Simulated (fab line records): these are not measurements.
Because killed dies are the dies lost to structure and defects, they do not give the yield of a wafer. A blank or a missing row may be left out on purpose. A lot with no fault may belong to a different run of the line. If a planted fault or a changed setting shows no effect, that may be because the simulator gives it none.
Split-lot trial	flow sfqLine	route with 325 steps; 5 lots, 23 wafers read

THE SPLIT ITSELF
At SFQ_TRILAYER_I7_VIA_LITHO_PEB_190 (peb time 60 s), the setting pebTempC was moved away from the recipe's 115 C on 4 of the 23 wafers read, by -2.8% to +3.1%. This setting was run at the recipe's value on the other wafers.

FROM THE SPLIT ON TO THE READING: in between, the file shows 1 step
- SFQ_TRILAYER_I7_VIA_LITHO_DEVELOP_189: time 60 s

THE READING
I7.cdNm (the simulator's own value, which no gauge read), in nm, at SFQ_TRILAYER_I7_VIA_BARC_OPEN_VIA_ETCH_260 (etches BARC in O2, target depth 125 nm, time 41.7 s). There is no usual value for it anywhere in the file. The 19 wafers here that ran the recipe average 1001.4 nm, standard deviation 1.6 nm.

wafer	tool, chamber at the split	pebTempC as run, C	against the recipe	I7.cdNm, nm	against lot-mates on the recipe
L076.1	lithoTrack-04, 0	118.6	+3.1%	1059	+58.7
L076.2	lithoTrack-04, 0	115	recipe	1000	-
L076.3	lithoTrack-04, 0	118.6	+3.1%	1059	+58.7
L076.5	lithoTrack-04, 0	115	recipe	1001	-
L076.6	lithoTrack-04, 0	115	recipe	1000	-
L077.1	lithoTrack-03, 0	115	recipe	1003	-
L077.3	lithoTrack-03, 0	115	recipe	1003	-
L077.4	lithoTrack-03, 0	115	recipe	1000	-
L077.5	lithoTrack-03, 0	115	recipe	1002	-
L077.6	lithoTrack-03, 0	115	recipe	1002	-
L079.1	lithoTrack-01, 0	115	recipe	1000	-
L079.3	lithoTrack-01, 0	115	recipe	1000	-
L079.4	lithoTrack-01, 0	111.8	-2.8%	934.8	-65.5
L079.5	lithoTrack-01, 0	115	recipe	1001	-
L079.6	lithoTrack-01, 0	111.8	-2.8%	934.1	-66.2
L081.1	lithoTrack-04, 0	115	recipe	1004	-
L081.3	lithoTrack-04, 0	115	recipe	1004	-
L081.4	lithoTrack-04, 0	115	recipe	1004	-
L083.1	lithoTrack-01, 0	115	recipe	1000	-
L083.2	lithoTrack-01, 0	115	recipe	1001	-
L083.3	lithoTrack-01, 0	115	recipe	1002	-
L083.4	lithoTrack-01, 0	115	recipe	999.9	-
L083.6	lithoTrack-01, 0	115	recipe	998.9	-

FIT RESULTS
A straight line over all 23 wafers: I7.cdNm changes by +20.9 nm for each +1% of pebTempC; r = +0.99; the points scatter about the line by 3.6 nm.
The same after taking each lot's own level away (the mean of its wafers on the recipe; 23 wafers): +20.9 nm for each +1%; r = +0.99; scatter 3 nm.
Per that fit: largest pebTempC move, reading shift of 66 nm.
The lots' own levels span 1000.33 to 1004.00 nm, that is 2.3 times the standard deviation above.
So the lot-to-lot level changes the slope little: the two slopes agree.
Check: for one of the wafers moved furthest among these (+3.1%), held out of the fit, the line's prediction against its lot-mates is +66.9 nm. It came out at +58.7 nm against them.

THE WHOLE CHAIN: every reading that the file lists as answering this split, in the file's order
step	what it does	reading	change (the file's fit)	r (the file's)
SFQ_TRILAYER_I7_VIA_BARC_OPEN_VIA_ETCH_260	etches BARC in O2, target depth 125 nm, time 41.7 s	I7.cdNm (the simulator's own value, which no gauge read)	+20.9 nm for each +1% of the setting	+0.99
SFQ_TRILAYER_I7_VIA_BARC_OPEN_VIA_ETCH_260	etches BARC in O2, target depth 125 nm, time 41.7 s	etch.depthNm (the simulator's own value, which no gauge read)	+0.732 nm for each +1% of the setting, in a fit together with sourceW@TRILAYER_I6_VIA_ETCH_VIA_ETCH_172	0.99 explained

FILE'S OWN FIT
I7.cdNm changes by +20.9 nm for each +1% of pebTempC, r = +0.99.
